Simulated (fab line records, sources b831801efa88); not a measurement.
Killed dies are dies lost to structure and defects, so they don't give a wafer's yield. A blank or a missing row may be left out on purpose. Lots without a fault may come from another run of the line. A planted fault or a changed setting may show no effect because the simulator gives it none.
Problem report in the 8D (eight disciplines) form, filled by code | flow sky130 | the parts of the form that need people (team, actions taken, sign-off) are left out

1. THE PROBLEM
VT_ADJUST_HVTR_TW at SKY_VT_ADJUST_HVTR_TW_MEAS_11 reads a mean of 197.6 on 6 wafers of 2 lots; wafers without a fault read 210.2 with a standard deviation of 1.1. That is -11 standard deviations from the usual mean.
First seen on wafer L105.3, day 15 07:13, on film_metro-02. The record holds 36 wafers of 12 lots with a number at this step. Rule for "out", or "out of limits": more than 4 standard deviations from the usual mean. The other wafers with a number count as sound.

2. WHAT IT IS AND WHAT IT IS NOT
question                    | is                           | is not
which readings at this step | VT_ADJUST_HVTR_TW            | -
which lots                  | L105, L107                   | L108, L109, L986, L987, L990, L991, L992, L996, L997, L998
which wafers of those lots  | all that have a number       | -
read on which gauges        | film_metro-01, film_metro-02 | film_metro-03
when                        | from day 15 07:13            | up to then (24 sound wafers); but 6 sound wafers of L108, L109 came after

3. SUSPECTS, AND WHAT RULES EACH OUT
Counting: a tool at a process step up to the reading stays a suspect if it ran every lot that is out and no sound lot after the first of them.
- the gauge at SKY_VT_ADJUST_HVTR_TW_MEAS_11: ruled out. The wafers that are out were read on 2 gauges (film_metro-01, film_metro-02).
- implanter-04 at SKY_VT_ADJUST_HVTR_IMPLANT_09: kept. It ran every lot that is out, first L105 (day 15 06:59), and no sound lot after that; its last sound lot up to then is L998 (day 13 01:14). Its own readings are out on those wafers: dose_ions_cm2, faraday_current_uA.
Left after counting: implanter-04 at SKY_VT_ADJUST_HVTR_IMPLANT_09.

4. THE CAUSE (what the simulator had put in)
Process parameter drift: implanter-04, from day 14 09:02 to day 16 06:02, at SKY_VT_ADJUST_HVTR_IMPLANT_09. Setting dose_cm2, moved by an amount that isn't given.
Counting left only this tool.

5. THE CHAIN OF EFFECTS, in route order
Each row: a reading whose mean over the struck wafers that have a number lies more than 3 standard deviations from the usual. Only readings for which the record gives a usual standard deviation are gone through. hours: the time from each lot's start at the first step in this table that gives one to its start at this step, as a median over the lots. sigmas: the change in usual standard deviations.
hours | step                          | reading            | usual      | on struck wafers | change      | sigmas
0     | SKY_VT_ADJUST_HVTR_IMPLANT_09 | dose_ions_cm2      | 2.1005e+12 | 1.6598e+12       | -4.4075e+11 | -99 or more
0     | SKY_VT_ADJUST_HVTR_IMPLANT_09 | faraday_current_uA | 11.88      | 9.36             | -2.53       | -11
0     | SKY_VT_ADJUST_HVTR_TW_MEAS_11 | VT_ADJUST_HVTR_TW  | 210.2      | 197.6            | -12.6       | -11
The process steps in it:
- SKY_VT_ADJUST_HVTR_IMPLANT_09
Later measuring or inspecting steps at which every struck wafer that the step has a row for has a number for every such reading, and none has moved that far: SKY_LI_CONTACT_THK_MEAS_01, SKY_LOCAL_INTERCONNECT_OVL_MEAS_12.

6. WHAT WOULD HAVE CAUGHT IT SOONER
In this record the first reading out of limits at a measuring or inspecting step was taken at day 15 07:13, 22 hours after the fault began at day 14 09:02.
The tool's own readings at SKY_VT_ADJUST_HVTR_IMPLANT_09 were out on every struck wafer that the step has a row for (dose_ions_cm2, faraday_current_uA): an alarm limit on them would have fired on the first of those.
Of the lots that are out (2), L107 began SKY_VT_ADJUST_HVTR_IMPLANT_09 on implanter-04 after day 15 07:13. A hold on the tool at that time would have spared it.
